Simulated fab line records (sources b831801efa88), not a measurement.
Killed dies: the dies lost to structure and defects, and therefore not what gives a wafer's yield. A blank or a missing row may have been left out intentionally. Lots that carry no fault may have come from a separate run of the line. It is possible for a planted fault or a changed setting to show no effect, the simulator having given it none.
Chamber matching :: flow sky130 :: SKY_VIA2_CMP_02 on cmp-01 has 4 sister chambers
The step polishes SiO2. 16 wafers are shown with their chamber, then 8 later ones without.

WAFERS WITH THEIR CHAMBER
wafer: L164.2
chamber: 2
motor-current-A (A): 11.8
head-pressure-psi (psi): 4.001

wafer: L164.4
chamber: 0
motor-current-A (A): 11.6
head-pressure-psi (psi): 4.000

wafer: L164.6
chamber: 3
motor-current-A (A): 10.9
head-pressure-psi (psi): 4.004

wafer: L168.2
chamber: 2
motor-current-A (A): 11.5
head-pressure-psi (psi): 3.993

wafer: L168.3
chamber: 0
motor-current-A (A): 11.8
head-pressure-psi (psi): 4.014

wafer: L168.4
chamber: 1
motor-current-A (A): 12.8
head-pressure-psi (psi): 4.004

wafer: L169.1
chamber: 1
motor-current-A (A): 13.1
head-pressure-psi (psi): 4.001

wafer: L169.3
chamber: 3
motor-current-A (A): 10.3
head-pressure-psi (psi): 4.005

wafer: L169.5
chamber: 2
motor-current-A (A): 11.7
head-pressure-psi (psi): 4.002

wafer: L170.2
chamber: 0
motor-current-A (A): 11.5
head-pressure-psi (psi): 4.006

wafer: L170.3
chamber: 1
motor-current-A (A): 12.7
head-pressure-psi (psi): 3.991

wafer: L170.4
chamber: 2
motor-current-A (A): 11.6
head-pressure-psi (psi): 4.010

wafer: L171.2
chamber: 2
motor-current-A (A): 10.9
head-pressure-psi (psi): 4.019

wafer: L171.4
chamber: 1
motor-current-A (A): 13.0
head-pressure-psi (psi): 3.974

wafer: L171.5
chamber: 3
motor-current-A (A): 10.7
head-pressure-psi (psi): 4.013

wafer: L173.1
chamber: 0
motor-current-A (A): 11.5
head-pressure-psi (psi): 4.008

SIGNATURES (means of the wafers above)
reading: motor-current-A
chamber 0: 11.600
chamber 1: 12.900
chamber 2: 11.500
chamber 3: 10.633
scatter within a chamber: 0.266

reading: head-pressure-psi
chamber 0: 4.00700
chamber 1: 3.99250
chamber 2: 4.00500
chamber 3: 4.00733
scatter within a chamber: 0.00952
Rule: for a wafer and a chamber, the distance is found by dividing, reading by reading, the gap between the wafer's reading and the chamber's mean by the reading's scatter, squaring, summing and taking the root. The wafer belongs to the nearest chamber; if the next one is less than 2 further off, it can't be placed. The scatter: take each reading less its chamber's mean, square it, sum over the shown wafers, divide by the number of wafers less the number of chambers, and take the root.

WAFERS WITH NO CHAMBER GIVEN
wafer: L173.3
motor-current-A (A): 11.4
head-pressure-psi (psi): 4.015

wafer: L173.4
motor-current-A (A): 12.3
head-pressure-psi (psi): 4.006

wafer: L174.3
motor-current-A (A): 11.8
head-pressure-psi (psi): 3.981

wafer: L174.4
motor-current-A (A): 10.4
head-pressure-psi (psi): 4.000

wafer: L174.5
motor-current-A (A): 10.9
head-pressure-psi (psi): 3.993

wafer: L186.2
motor-current-A (A): 10.5
head-pressure-psi (psi): 3.994

wafer: L186.4
motor-current-A (A): 12.1
head-pressure-psi (psi): 4.003

wafer: L186.6
motor-current-A (A): 11.3
head-pressure-psi (psi): 4.008

WHICH CHAMBER EACH ONE RAN IN
wafer: L173.3
from the rows above: can't be placed: 2 or 0 or 3
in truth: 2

wafer: L173.4
from the rows above: can't be placed: 0 or 1 or 2
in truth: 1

wafer: L174.3
from the rows above: can't be placed: 2 or 0 or 1
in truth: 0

wafer: L174.4
from the rows above: 3
in truth: 3

wafer: L174.5
from the rows above: can't be placed: 3 or 2 or 0
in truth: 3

wafer: L186.2
from the rows above: 3
in truth: 3

wafer: L186.4
from the rows above: can't be placed: 0 or 2 or 1
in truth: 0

wafer: L186.6
from the rows above: can't be placed: 2 or 0 or 3
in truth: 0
Correct placement for 2 of the 8. These rows do not allow placing 6 (true chamber among the candidates in 6). Number placed wrongly: 0.
